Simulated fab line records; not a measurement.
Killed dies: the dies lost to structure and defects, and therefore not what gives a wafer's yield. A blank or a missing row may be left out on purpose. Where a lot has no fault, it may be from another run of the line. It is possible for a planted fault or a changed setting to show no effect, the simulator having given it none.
fab line records	flow sky130
record: lots: 6	wafers: 18	lastDay: 50
route steps=708 shown METAL5@671 PASSIVATION@681 PAD_OPEN@694
lots that met no fault: from a run of the same line without faults
startH: the number of hours between the record's first day and the start of the first shown wafer of the lot	waitH: how many hours have passed since the lot's step before this one	" identical to the entry in the row above	L1.1+2: one row covering several wafers at once	- no value present, or no start provided	* or withheld: withheld	< > ~ a bound
route shown NAME@n: a module of which the file shows steps, and the number in the route of the first	usual: average and standard deviation across the fault-free wafers	same: alike in all rows	chamber/n: place in a boat	sites: each site's reading	_std_site: their standard deviation	_edge_site: mean of outer sites minus mean of inner sites	radiusMm: for every site, how far away it sits from the centre of the wafer	mask NAME#n: copy n	behind: tool/chamber where the wafer was last shaped	hold: the reason the lot was held/the length of the hold in hours/how it ended	device: transistor that didn't switch, given as n, p or np	end of line: at the end of the route, the tests of the same wafers	a step given without rows: its recipe and nothing more	killed: at the first sort, the dies lost to defects and structure; wafer yield is something else	map: per-die view of a wafer (x killed, . not killed, _ where there is no die)
set.NAME: setting as actually run; set.NAME@STEP: the setting as run at that earlier step	model.NAME: the simulator's own value behind a step, which no gauge read
certain route steps with their lots: each step a table, each wafer a row
services: a tool's chamber out of use, with start hour (startH, from the record's first day; less than 0 if before it), hours out, and reason
== steps ==
step: SKY_METAL5_SOFTBAKE_10
recipe: tempC: 90	timeS: 60	resist: NOVOLAK
step: SKY_METAL5_EXPOSE_11
recipe: maskId: MM5	na: 0.6	sourceShape: conventional	sigmaOuter: 0.6	polarization: unpolarized	targetCdNm: 1600	doseMj: 190
step: SKY_METAL5_PEB_12
recipe: tempC: withheld	timeS: *	resist: NOVOLAK
step: SKY_METAL5_DEVELOP_13
recipe: resist: NOVOLAK	developer: TMAH	developTimeS: 60	devTempC: 23
step: SKY_METAL5_DESCUM_14
recipe: chemistry: O2	sourcePowerW: 150	biasPowerW: 0	pressureMtorr: 10	tempC: 40	timeS: 11
step: SKY_METAL5_METAL_ETCH_15
recipe: targetDepthA: 12600	stopOn: SiO2	overEtchFrac: 0.2	timeS: 252	chemistry: Cl2/BCl3	resistSidewallDeg: 86	pressureMtorr: 10	icpW: 900	biasW: 48.5	Cl2_flow_sccm: 60	bcl3FlowSccm: 30
usual: drypumpMotorCurrentA: 5.81/0.26	mfcCl2Sccm: 60.01/0.18	oesProductAu: 0.894/0.0046	throttleValvePct: 22.265/0.0099
same: timeS: 252
lot.wafer	tool	chamber	startH	waitH	drypumpMotorCurrentA	mfcCl2Sccm	oesProductAu	rfHoursCounterH	throttleValvePct
L302.3	rieMetal-02	1	1047.62	0.1	5.87	59.98	0.892	-	22.258
L302.4	"	0	"	"	6.18	60.03	0.898	-	22.259
L302.5	"	1	"	"	5.87	60.14	0.896	-	22.259
L304.2	rieMetal-04	0	1068.08	0.0	6.15	60.01	0.909	17	22.279
L304.4	"	0	"	"	6.16	59.87	0.899	-	22.250
L304.6	"	1	"	"	5.35	59.89	0.891	-	22.267
L314.2	rieMetal-03	1	1129.47	0.0	5.68	59.82	0.896	15	22.267
L314.5	"	1	"	"	5.71	59.58	0.897	-	22.264
L314.6	"	0	"	"	5.76	60.37	0.900	-	22.278
L317.1	rieMetal-03	0	1147.57	0.0	5.77	60.06	0.892	15	22.252
L317.3	"	0	"	"	5.75	59.99	0.889	-	22.258
L317.4	"	1	"	"	5.70	59.99	0.890	-	22.256
L319.3	rieMetal-02	1	1149.81	0.1	5.86	59.79	0.900	-	22.255
L319.4	"	0	"	"	6.20	59.96	0.895	-	22.260
L319.6	"	0	"	"	6.22	60.13	0.900	-	22.254
L318.1	rieMetal-04	0	1153.47	0.0	6.15	59.82	0.896	24	22.280
L318.2	"	1	"	"	5.30	60.39	0.895	14	22.276
L318.6	"	0	"	"	6.14	59.89	0.889	-	22.274
step: SKY_METAL5_STRIP_16
recipe: chemistry: O2/N2	powerW: 1400	pressureMtorr: 1500	platenTempC: withheld	o2FlowSccm: 3000	n2FlowSccm: 300	overashFraction: 0.5
usual: drypumpMotorCurrentA: 5.44/0.22	oesProductAu: 0.711/0.0044	stripTimeToEndpointS: 13.11/0.14
lot.wafer	tool	chamber	startH	waitH	drypumpMotorCurrentA	oesProductAu	rfHoursCounterH	stripTimeToEndpointS
L302.3	plasmaAsher-01	1	1047.81	0.1	5.70	0.713	-	13.30
L302.4	"	0	"	"	5.36	0.702	-	13.17
L302.5	"	1	"	"	5.68	0.697	-	13.24
L304.2	plasmaAsher-01	0	1068.32	0.2	5.34	0.715	87	12.98
L304.4	"	0	"	"	5.35	0.714	-	13.07
L304.6	"	0	"	"	5.35	0.717	-	13.24
L314.2	plasmaAsher-02	1	1129.71	0.2	5.42	0.723	73	13.16
L314.5	"	1	"	"	5.44	0.710	-	13.18
L314.6	"	0	"	"	5.67	0.713	-	13.16
L317.1	plasmaAsher-03	1	1147.81	0.2	5.39	0.709	9	13.03
L317.3	"	1	"	"	5.36	0.710	-	13.03
L317.4	"	0	"	"	5.00	0.714	-	13.13
L319.3	plasmaAsher-01	1	1150.00	0.1	5.72	0.714	-	13.25
L319.4	"	0	"	"	5.36	0.705	-	13.31
L319.6	"	1	"	"	5.71	0.712	-	13.19
L318.1	plasmaAsher-03	0	1153.71	0.2	5.02	0.706	10	12.83
L318.2	"	1	"	"	5.40	0.713	10	13.17
L318.6	"	1	"	"	5.37	0.712	-	12.80
step: SKY_METAL5_STRIP_17
recipe: chemistry: postEtchResidueRemover	timeS: 1200	tempC: 72.5
step: SKY_METAL5_CLEAN_18
recipe: chemistry: IPA	timeS: 180	tempC: 25
step: SKY_METAL5_CLEAN_19
recipe: chemistry: O3/DIW	dry: n2Spin
step: SKY_PASSIVATION_CVD_00
recipe: material: SiO2	targetThkNm: 90	tempC: 400	timeS: withheld	rfW: 600
usual: heaterPowerW: 737/98	susceptorTempC: 400.00/0.24
lot.wafer	tool	chamber	startH	waitH	heaterPowerW	susceptorTempC
L302.3	pecvd-02	1	1048.38	0.0	755	400.00
L302.4	"	0	"	"	731	400.14
L302.5	"	2	"	"	645	399.85
L304.2	pecvd-02	1	1068.91	0.0	827	400.15
L304.4	"	2	"	"	611	399.90
L304.6	"	0	"	"	607	399.64
L314.2	pecvd-03	2	1130.50	0.0	956	399.90
L314.5	"	0	"	"	630	400.09
L314.6	"	1	"	"	793	399.98
L317.1	pecvd-01	0	1148.40	0.0	507	400.28
L317.3	"	2	"	"	767	399.85
L317.4	"	0	"	"	525	399.90
L319.3	pecvd-02	2	1150.57	0.0	640	400.36
L319.4	"	1	"	"	655	400.73
L319.6	"	0	"	"	758	400.28
L318.1	pecvd-03	0	1154.42	0.0	741	399.97
L318.2	"	1	"	"	797	399.80
L318.6	"	1	"	"	788	399.69
step: SKY_PASSIVATION_THK_MEAS_01
recipe: reads: SiO2_of_PASSIVATION_CVD_00
usual: PASSIVATION_CVD_00_THK: 90.7/1.3
lot.wafer	tool	chamber	startH	waitH	PASSIVATION_CVD_00_THK[nm]
L302.3	filmMetro-01	-	1048.42	-	90.6
L302.4	"	-	"	"	92.1
L302.5	"	-	"	"	89.9
L304.2	filmMetro-01	-	1068.94	-	89.7
L304.4	"	-	"	"	89.4
L304.6	"	-	"	"	90.8
L314.2	filmMetro-04	-	1130.53	-	89.0
L314.5	"	-	"	"	88.0
L314.6	"	-	"	"	88.5
L317.1	filmMetro-01	-	1148.43	-	91.5
L317.3	"	-	"	"	90.4
L317.4	"	-	"	"	92.9
L319.3	filmMetro-04	-	1150.61	-	89.6
L319.4	"	-	"	"	92.6
L319.6	"	-	"	"	92.4
L318.1	filmMetro-03	-	1154.44	-	89.6
L318.2	"	-	"	"	89.8
L318.6	"	-	"	"	90.6
step: SKY_PASSIVATION_CVD_02
recipe: material: Si3N4	targetThkNm: 540	tempC: 400	timeS: withheld	rfW: 450
usual: heaterPowerW: 779/110	susceptorTempC: 399.97/0.2
lot.wafer	tool	chamber	startH	waitH	heaterPowerW	susceptorTempC	model.Si3N4_of_PASSIVATION_CVD_02.thkNm
L302.3	pecvd-03	2	1048.46	0.0	962	400.03	531.7
L302.4	"	0	"	"	843	399.96	643.1
L302.5	"	2	"	"	961	399.71	548.2
L304.2	pecvd-03	0	1068.99	0.0	684	400.05	642.1
L304.4	"	0	"	"	717	400.30	643.4
L304.6	"	1	"	"	874	399.92	542.5
L314.2	pecvd-01	2	1130.58	0.0	730	400.06	534
L314.5	"	2	"	"	782	400.21	537.2
L314.6	"	0	"	"	600	399.94	535.2
L317.1	pecvd-03	1	1148.49	0.1	744	399.84	535.3
L317.3	"	0	"	"	811	399.95	517.3
L317.4	"	2	"	"	1008	399.78	539.4
L319.3	pecvd-01	0	1150.65	0.0	597	399.65	532.9
L319.4	"	2	"	"	722	399.86	541.9
L319.6	"	0	"	"	620	399.77	533.1
L318.1	pecvd-01	1	1154.50	0.1	797	400.20	545
L318.2	"	0	"	"	641	399.90	549.6
L318.6	"	1	"	"	807	400.25	552.1
step: SKY_PASSIVATION_THK_MEAS_03
recipe: reads: Si3N4_of_PASSIVATION_CVD_02
usual: PASSIVATION_CVD_02_THK: 539/7.9
lot.wafer	tool	chamber	startH	waitH	PASSIVATION_CVD_02_THK[nm]
L302.3	filmMetro-04	-	1048.70	-	532
L302.4	"	-	"	"	643
L302.5	"	-	"	"	548
L304.2	filmMetro-04	-	1069.23	-	642
L304.4	"	-	"	"	643
L304.6	"	-	"	"	542
L314.2	filmMetro-01	-	1130.81	-	534
L314.5	"	-	"	"	537
L314.6	"	-	"	"	535
L317.1	filmMetro-03	-	1148.71	-	535
L317.3	"	-	"	"	517
L317.4	"	-	"	"	539
L319.3	filmMetro-01	-	1150.89	-	533
L319.4	"	-	"	"	541
L319.6	"	-	"	"	533
L318.1	filmMetro-04	-	1154.73	-	545
L318.2	"	-	"	"	550
L318.6	"	-	"	"	552
step: SKY_PASSIVATION_DEHYDRATE_04
recipe: tempC: 200	timeS: 60
step: SKY_PASSIVATION_HMDS_05
recipe: primeTimeS: 60	primeTempC: 120
step: SKY_PASSIVATION_COAT_06
recipe: spinRpm: 2000	resistThkNm: 3000
step: SKY_PASSIVATION_SOFTBAKE_07
recipe: tempC: 110	timeS: withheld
step: SKY_PASSIVATION_EXPOSE_08
recipe: maskId: NSM	targetCdNm: 3000	na: 0.57	doseMj: 260
step: SKY_PASSIVATION_PEB_09
recipe: tempC: 115	timeS: withheld
step: SKY_PASSIVATION_DEVELOP_10
recipe: developTimeS: 60	devTempC: 23
step: SKY_PASSIVATION_ETCH_11
recipe: chemistry: CF4/O2	targetDepthNm: 725	stopOn: AlCu	sourceW: 800	biasW: 150	pressureMtorr: 150	cf4FlowSccm: 80	O2_flow_sccm: 10	timeS: 161.1
usual: drypumpMotorCurrentA: 5.6/0.54	oesProductAu: 0.977/0.0072	throttleValvePct: 5.964/0.01
same: timeS: 161.1
lot.wafer	tool	chamber	startH	waitH	drypumpMotorCurrentA	oesProductAu	rfHoursCounterH	throttleValvePct	model.etch.depthNm	model.PASSIVATION.featureDepthNm
L302.3	rieDiel-02	0	1069.66	-	6.3	0.981	10	5.954	697.3	697.3
L302.4	"	1	"	"	5.7	0.988	10	5.964	723.6	723.6
L302.5	"	1	"	"	5.7	0.978	-	5.969	713.6	713.6
L304.2	rieDiel-04	2	1090.29	-	5.2	0.996	12	5.959	731.7	731.7
L304.4	"	0	"	"	4.7	0.985	-	5.979	712.7	712.7
L304.6	"	1	"	"	5.8	0.983	-	5.964	708.9	708.9
L314.2	rieDiel-02	1	1148.71	-	5.7	0.980	13	5.947	698.1	698.1
L314.5	"	3	"	"	5.4	0.973	-	5.960	700.4	700.4
L314.6	"	0	"	"	6.3	0.978	-	5.959	697.3	697.3
L317.1	rieDiel-02	1	1166.27	-	5.7	0.981	13	5.973	701.6	701.6
L317.3	"	2	"	"	6.4	0.960	25	5.974	682.1	682.1
L317.4	"	3	"	"	5.4	0.982	19	5.972	707.7	707.7
L319.3	rieDiel-04	2	1168.46	-	5.3	0.980	15	5.971	698.2	698.2
L319.4	"	0	"	"	4.6	0.975	19	5.957	709.8	709.8
L319.6	"	1	"	"	5.8	0.975	-	5.961	700.6	700.6
L318.1	rieDiel-02	2	1171.81	-	6.4	0.991	25	5.958	708.3	708.3
L318.2	"	3	"	"	5.4	0.981	19	5.961	711.6	711.6
L318.6	"	0	"	"	6.4	0.991	-	5.977	716.6	716.6
step: SKY_PASSIVATION_STRIP_12
recipe: chemistry: O2/N2	powerW: 1400	pressureMtorr: 1500	platenTempC: withheld	overashFraction: 0.7	o2FlowSccm: 3000	n2FlowSccm: 300
usual: drypumpMotorCurrentA: 5.5/0.44	oesProductAu: 0.661/0.0044	stripTimeToEndpointS: 31.53/0.13
lot.wafer	tool	chamber	startH	waitH	drypumpMotorCurrentA	oesProductAu	rfHoursCounterH	stripTimeToEndpointS
L302.3	plasmaAsher-03	1	1069.80	0.1	5.4	0.660	-	31.44
L302.4	"	0	"	"	5.1	0.665	-	31.52
L302.5	"	0	"	"	5.0	0.661	-	31.51
L304.2	plasmaAsher-04	0	1090.39	0.1	6.2	0.654	30	31.53
L304.4	"	0	"	"	6.3	0.662	-	31.68
L304.6	"	1	"	"	5.0	0.658	-	31.53
L314.2	plasmaAsher-02	0	1148.82	0.1	5.6	0.659	75	31.53
L314.5	"	0	"	"	5.7	0.666	-	31.59
L314.6	"	1	"	"	5.4	0.662	-	31.49
L317.1	plasmaAsher-02	0	1166.37	0.1	5.7	0.666	77	31.62
L317.3	"	0	"	"	5.7	0.653	-	31.57
L317.4	"	1	"	"	5.4	0.659	-	31.67
L319.3	plasmaAsher-03	1	1168.60	0.1	5.3	0.654	-	31.45
L319.4	"	0	"	"	5.0	0.655	-	31.49
L319.6	"	0	"	"	5.0	0.658	-	31.46
L318.1	plasmaAsher-02	1	1171.92	0.1	5.4	0.654	78	31.53
L318.2	"	0	"	"	5.7	0.662	78	31.59
L318.6	"	1	"	"	5.4	0.665	-	31.58
step: SKY_PAD_OPEN_DEHYDRATE_00
recipe: tempC: 200	timeS: 60
step: SKY_PAD_OPEN_HMDS_01
recipe: primeTimeS: 60	primeTempC: 120
step: SKY_PAD_OPEN_COAT_02
recipe: spinRpm: 2000	resistThkNm: 3000
step: SKY_PAD_OPEN_SOFTBAKE_03
recipe: tempC: 110	timeS: withheld
step: SKY_PAD_OPEN_EXPOSE_04
recipe: maskId: PDM	targetCdNm: 60000	na: 0.57	doseMj: 260
step: SKY_PAD_OPEN_PEB_05
recipe: tempC: 115	timeS: withheld
step: SKY_PAD_OPEN_DEVELOP_06
recipe: developTimeS: 60	devTempC: 23
step: SKY_PAD_OPEN_ETCH_07
recipe: chemistry: CF4/O2	targetDepthNm: 725	stopOn: AlCu	sourceW: 800	biasW: 150	pressureMtorr: 150	cf4FlowSccm: 80	O2_flow_sccm: 10	timeS: 161.1
usual: drypumpMotorCurrentA: 5.5/0.4	oesProductAu: 0.977/0.0074	throttleValvePct: 5.965/0.0088
same: timeS: 161.1
lot.wafer	tool	chamber	startH	waitH	drypumpMotorCurrentA	oesProductAu	rfHoursCounterH	throttleValvePct	model.etch.depthNm	model.PAD_OPEN.featureDepthNm
L302.3	rieDiel-03	0	1090.77	-	6.3	0.971	27	5.961	697.3	697.3
L302.4	"	2	"	"	5.0	0.979	4	5.955	710.8	710.8
L302.5	"	2	"	"	5.0	0.980	-	5.966	701.4	701.4
L304.2	rieDiel-04	3	1110.04	-	5.8	0.987	18	5.975	723	723
L304.4	"	1	"	"	5.8	0.996	17	5.971	732.7	732.7
L304.6	"	2	"	"	5.2	0.981	-	5.968	708.9	708.9
L314.2	rieDiel-04	0	1166.05	-	4.7	0.968	19	5.974	698.1	698.1
L314.5	"	3	"	"	5.8	0.974	-	5.966	700.4	700.4
L314.6	"	0	"	"	4.6	0.969	-	5.951	697.3	697.3
L317.1	rieDiel-03	1	1182.79	-	5.7	0.968	30	5.978	701.6	701.6
L317.3	"	0	"	"	6.3	0.959	0	5.958	682.1	682.1
L317.4	"	3	"	"	5.4	0.978	12	5.978	707.7	707.7
L319.3	rieDiel-01	3	1184.74	-	5.3	0.971	20	5.959	698.2	698.2
L319.4	"	1	"	"	5.6	0.987	29	5.956	709.8	709.8
L319.6	"	1	"	"	5.6	0.977	-	5.952	700.6	700.6
L318.1	rieDiel-04	1	1187.94	-	5.8	0.984	20	5.967	708.3	708.3
L318.2	"	3	"	"	5.8	0.981	21	5.966	713.2	713.2
L318.6	"	3	"	"	5.8	0.986	-	5.959	716.6	716.6
step: SKY_PAD_OPEN_STRIP_08
recipe: chemistry: O2/N2	powerW: 1400	pressureMtorr: 1500	platenTempC: withheld	overashFraction: 0.7	o2FlowSccm: 3000	n2FlowSccm: 300
usual: drypumpMotorCurrentA: 5.6/0.39	oesProductAu: 0.663/0.0049	stripTimeToEndpointS: 37.06/0.11
lot.wafer	tool	chamber	startH	waitH	drypumpMotorCurrentA	oesProductAu	rfHoursCounterH	stripTimeToEndpointS
L302.3	plasmaAsher-01	1	1090.91	0.1	5.7	0.663	-	37.17
L302.4	"	0	"	"	5.4	0.663	-	37.22
L302.5	"	0	"	"	5.4	0.659	-	37.12
L304.2	plasmaAsher-01	0	1110.14	0.1	5.4	0.663	92	36.80
L304.4	"	1	"	"	5.7	0.671	-	36.90
L304.6	"	0	"	"	5.4	0.663	-	36.84
L314.2	plasmaAsher-04	0	1166.16	0.1	6.3	0.666	38	37.05
L314.5	"	1	"	"	5.0	0.658	-	37.01
L314.6	"	0	"	"	6.3	0.657	-	37.05
L317.1	plasmaAsher-02	0	1182.89	0.1	5.7	0.664	79	37.10
L317.3	"	1	"	"	5.4	0.660	-	36.92
L317.4	"	0	"	"	5.7	0.658	-	37.13
L319.3	plasmaAsher-02	1	1184.88	0.1	5.4	0.656	-	37.02
L319.4	"	0	"	"	5.7	0.662	-	37.11
L319.6	"	1	"	"	5.4	0.661	-	37.10
L318.1	plasmaAsher-04	0	1188.04	0.1	6.3	0.662	40	37.17
L318.2	"	1	"	"	5.0	0.666	40	37.14
L318.6	"	0	"	"	6.3	0.661	-	37.10
step: SKY_PAD_OPEN_STRIP_09
recipe: chemistry: postEtchResidueRemover	timeS: 1200	tempC: 72.5
same: timeS: 1200
lot.wafer	tool	chamber	startH	waitH	model.Si3N4_of_PASSIVATION_CVD_02.thkNm
L302.3	wetBench-03	0	1090.97	0.0	531.3
L302.4	"	0	"	"	642.7
L302.5	"	0	"	"	547.8
L304.2	wetBench-01	2	1110.24	0.1	641.7
L304.4	"	2	"	"	643
L304.6	"	2	"	"	542.2
L314.2	wetBench-01	0	1166.26	0.1	533.6
L314.5	"	0	"	"	536.9
L314.6	"	0	"	"	534.8
L317.1	wetBench-01	0	1182.99	0.1	534.9
L317.3	"	0	"	"	516.9
L317.4	"	0	"	"	539
L319.3	wetBench-02	3	1184.94	0.0	532.6
L319.4	"	3	"	"	541.5
L319.6	"	3	"	"	532.8
L318.1	wetBench-02	3	1188.14	0.1	544.6
L318.2	"	3	"	"	549.3
L318.6	"	3	"	"	551.8
step: SKY_PAD_OPEN_CLEAN_10
recipe: chemistry: IPA	timeS: 180	tempC: 25
step: SKY_PAD_OPEN_PROBE_99
usual: defectLimitedYield: 82.4/1.8	killed_at_M0_to_M3: 44/6.4	killed_at_M4_up: 3.6/2.1	killedAtContacts: 23/5.1	killedAtFrontEnd: 15/4.3	killedAtOther: 0.3/0.56	killedDies: 86/9	killedOnRim: 17/3.3	killedOpen: 47/6.4	killedShort: 39/5.8	sort_bin_3_pad_short: 0.8/0.46	sort_bin_5_function: 10.4/1.4	sort_bin_6_memory: 6.4/1.1	sortNPass: 406/9	sortYieldPct: 82.4/1.8
same: grossDies: 492	killedAtBackSide: 0	sort_bin_4_leakage[%]: 0	sort_bin_8_speed[%]: 0
lot.wafer	tool	chamber	startH	waitH	defectLimitedYield[%]	killed_at_M0_to_M3	killed_at_M4_up	killedAtContacts	killedAtFrontEnd	killedAtOther	killedDies	killedOnRim	killedOpen	killedShort	sort_bin_3_pad_short[%]	sort_bin_5_function[%]	sort_bin_6_memory[%]	sortNPass	sortYieldPct[%]
L302.3	prober-01	-	1093.54	0.2	82.5	49	2	20	15	0	86	12	43	43	0.8	12.2	4.5	406	82.5
L302.4	prober-01	-	1093.59	0.2	83.3	43	3	18	18	0	82	12	48	34	0	10.8	5.9	410	83.3
L302.5	prober-01	-	1093.64	0.2	81.1	44	2	29	18	0	93	15	58	35	0.6	11.8	6.5	399	81.1
L314.2	prober-01	-	1168.45	0.1	80.9	44	3	25	21	1	94	20	47	47	1.0	11.6	6.5	398	80.9
L314.5	prober-01	-	1168.60	0.2	81.3	51	1	24	16	0	92	15	44	48	1.2	9.6	7.9	400	81.3
L314.6	prober-01	-	1168.65	0.2	81.5	45	9	23	14	0	91	18	48	42	1.0	11.6	5.9	401	81.5
L317.1	prober-01	-	1185.11	0.1	84.8	27	2	26	20	0	75	13	36	39	0.4	10.0	4.9	417	84.8
L317.3	prober-01	-	1185.21	0.2	80.7	48	2	25	20	0	95	19	53	41	0.8	11.0	7.5	397	80.7
L317.4	prober-01	-	1185.26	0.2	78.0	52	1	33	22	0	108	22	58	50	0.6	14.2	7.1	384	78.0
L319.3	prober-02	-	1187.25	0.2	81.5	49	3	22	17	0	91	22	45	46	0.8	11.2	6.5	401	81.5
L319.4	prober-02	-	1187.30	0.2	81.9	41	6	27	15	0	89	20	39	50	1.6	9.8	6.7	403	81.9
L319.6	prober-02	-	1187.40	0.2	80.3	51	3	26	17	0	97	21	59	37	0.6	11.2	7.9	395	80.3
L318.1	prober-01	-	1190.33	0.1	82.5	34	6	22	24	0	86	11	46	40	0.4	11.6	5.5	406	82.5
L318.2	prober-01	-	1190.38	0.1	81.5	49	3	22	17	0	91	19	48	43	1.8	9.1	7.5	401	81.5
L318.6	prober-01	-	1190.58	0.2	79.5	47	6	29	19	0	101	20	56	45	1.0	10.6	8.9	391	79.5
killed by level:class
L302.3 VIA3:geometricParticle:open=11 VIA1:geometricParticle:open=7 FIELD_ISO:geometricParticle:short=6 CONTACT:geometricParticle:open=6 METAL2:geometricParticle:short=6 LI_CONTACT:geometricParticle:open=5 VIA1:geometricParticle:short=5 VIA2:geometricParticle:open=5
L302.4 VIA1:geometricParticle:open=11 LI_CONTACT:geometricParticle:open=8 CONTACT:geometricParticle:open=7 VIA2:geometricParticle:open=7 FIELD_ISO:geometricParticle:short=6 METAL1:geometricParticle:short=4 VIA1:geometricParticle:short=4 METAL2:geometricParticle:short=4
L302.5 CONTACT:geometricParticle:open=13 VIA2:geometricParticle:open=10 VIA1:geometricParticle:open=9 POLY_GATE:geometricParticle:open=7 METAL1:geometricParticle:short=7 VIA3:geometricParticle:open=7 LOCAL_INTERCONNECT:geometricParticle:short=6 POLY_GATE:geometricParticle:short=4
L314.2 VIA1:geometricParticle:open=12 CONTACT:geometricParticle:open=8 FIELD_ISO:geometricParticle:short=6 LI_CONTACT:geometricParticle:open=6 LOCAL_INTERCONNECT:geometricParticle:short=6 METAL2:geometricParticle:short=6 VIA2:geometricParticle:open=6 POLY_GATE:geometricParticle:short=5
L314.5 VIA1:geometricParticle:open=12 CONTACT:geometricParticle:open=11 VIA1:geometricParticle:short=7 VIA3:geometricParticle:open=7 FIELD_ISO:geometricParticle:short=6 METAL2:geometricParticle:short=6 CONTACT:geometricParticle:short=5 VIA2:geometricParticle:open=5
L314.6 CONTACT:geometricParticle:open=10 VIA3:geometricParticle:open=9 METAL2:geometricParticle:short=8 METAL4:geometricParticle:short=7 FIELD_ISO:geometricParticle:open=6 VIA2:geometricParticle:open=5 LI_CONTACT:geometricParticle:open=4 CONTACT:geometricParticle:short=4
L317.1 CONTACT:geometricParticle:open=7 LOCAL_INTERCONNECT:geometricParticle:short=6 CONTACT:geometricParticle:short=6 FIELD_ISO:geometricParticle:open=5 VIA1:geometricParticle:open=5 VIA3:geometricParticle:short=5 POLY_GATE:geometricParticle:short=4 LI_CONTACT:geometricParticle:open=4
L317.3 VIA3:geometricParticle:open=12 CONTACT:geometricParticle:open=10 METAL2:geometricParticle:short=9 FIELD_ISO:geometricParticle:short=7 VIA1:geometricParticle:open=7 LI_CONTACT:geometricParticle:open=5 FIELD_ISO:geometricParticle:open=4 POLY_GATE:geometricParticle:open=4
L317.4 CONTACT:geometricParticle:open=15 VIA2:geometricParticle:open=11 VIA1:geometricParticle:open=8 VIA3:geometricParticle:open=8 LOCAL_INTERCONNECT:geometricParticle:short=7 METAL2:geometricParticle:short=7 FIELD_ISO:geometricParticle:short=6 LI_CONTACT:geometricParticle:open=5
L319.3 VIA3:geometricParticle:open=11 CONTACT:geometricParticle:open=8 VIA1:geometricParticle:open=7 CONTACT:geometricParticle:short=7 POLY_GATE:geometricParticle:open=6 VIA3:geometricParticle:short=6 METAL1:geometricParticle:short=5 VIA2:geometricParticle:open=5
L319.4 VIA1:geometricParticle:open=8 CONTACT:geometricParticle:open=8 FIELD_ISO:geometricParticle:short=7 LI_CONTACT:geometricParticle:open=7 VIA3:geometricParticle:short=7 METAL1:geometricParticle:short=6 VIA3:geometricParticle:open=6 METAL4:geometricParticle:short=6
L319.6 CONTACT:geometricParticle:open=13 VIA1:geometricParticle:open=11 METAL1:geometricParticle:short=9 VIA3:geometricParticle:open=9 FIELD_ISO:geometricParticle:open=6 METAL2:geometricParticle:short=6 VIA2:geometricParticle:open=6 POLY_GATE:geometricParticle:open=4
L318.1 POLY_GATE:geometricParticle:open=9 CONTACT:geometricParticle:open=7 VIA1:geometricParticle:short=7 FIELD_ISO:geometricParticle:open=6 VIA2:geometricParticle:open=6 LOCAL_INTERCONNECT:geometricParticle:short=5 METAL1:geometricParticle:short=5 VIA1:geometricParticle:open=5
L318.2 VIA1:geometricParticle:open=12 METAL2:geometricParticle:short=10 METAL1:geometricParticle:short=8 LI_CONTACT:geometricParticle:open=6 LOCAL_INTERCONNECT:geometricParticle:short=5 CONTACT:geometricParticle:open=5 VIA2:geometricParticle:open=5 POLY_GATE:geometricParticle:open=4
L318.6 LI_CONTACT:geometricParticle:open=11 VIA3:geometricParticle:open=9 VIA1:geometricParticle:open=8 FIELD_ISO:geometricParticle:open=6 LI_CONTACT:geometricParticle:short=6 METAL4:geometricParticle:short=6 CONTACT:geometricParticle:open=6 VIA1:geometricParticle:short=6
== services ==
tool	chamber	startH	hours	kind
plasmaAsher-04	-	1038.58	14.6	pm
plasmaAsher-03	-	1047.83	11.6	repair
plasmaAsher-03	-	1059.46	9.0	pm
plasmaAsher-03	0	1059.46	9.0	ventCycle
plasmaAsher-03	1	1059.46	9.0	ventCycle
rieDiel-04	3	1064.51	36.6	repair
plasmaAsher-03	0	1068.46	-	clean
plasmaAsher-02	-	1068.74	48.6	repair
rieDiel-02	-	1072.34	0.7	repair
plasmaAsher-02	-	1073.56	2.8	repair
rieDiel-03	0	1081.59	7.7	repair
rieDiel-02	-	1089.82	2.8	pm
rieDiel-02	3	1093.73	12.4	repair
rieDiel-01	-	1097.33	0.8	repair
wetBench-01	-	1097.47	1.3	repair
rieMetal-02	-	1118.27	0.3	repair
pecvd-01	-	1123.23	1.3	repair
rieDiel-01	3	1133.53	5.4	repair
rieMetal-04	1	1134.60	1.8	repair
rieDiel-03	2	1141.40	4.9	repair
rieMetal-04	0	1164.72	10.2	repair
rieDiel-01	-	1166.84	2.8	pm
pecvd-02	0	1167.59	2.0	repair
plasmaAsher-04	-	1180.77	2.8	pm
== key ==
firstSign: step: SKY_PASSIVATION_THK_MEAS_03	reading: PASSIVATION_CVD_02_THK	direction: up	sigmas: 13	usual: 539	struck: 643
effect none on later readings
modelEffect: step: SKY_PASSIVATION_CVD_02	value: Si3N4_of_PASSIVATION_CVD_02.thkNm	without: 532.1	struck: 642.8
modelEffect: step: SKY_PASSIVATION_ETCH_11	value: etch.depthNm	without: 697	struck: 722.7
modelEffect: step: SKY_PAD_OPEN_ETCH_07	value: etch.depthNm	without: 697	struck: 722.2
modelEffect: step: SKY_PAD_OPEN_STRIP_09	value: Si3N4_of_PASSIVATION_CVD_02.thkNm	without: 531.7	struck: 642.5
metAt SKY_PASSIVATION_CVD_02
struckWafers L302.4,L304.2,L304.4
fault: kind: processParameterDrift	tool: pecvd-03	chamber: 0	onsetH: 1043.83	steps: SKY_PASSIVATION_CVD_02	channel: targetThkNm	offset: 110.46	shape: step	endH: 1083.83	actsIn: theseRecipesOnly	stated: 540
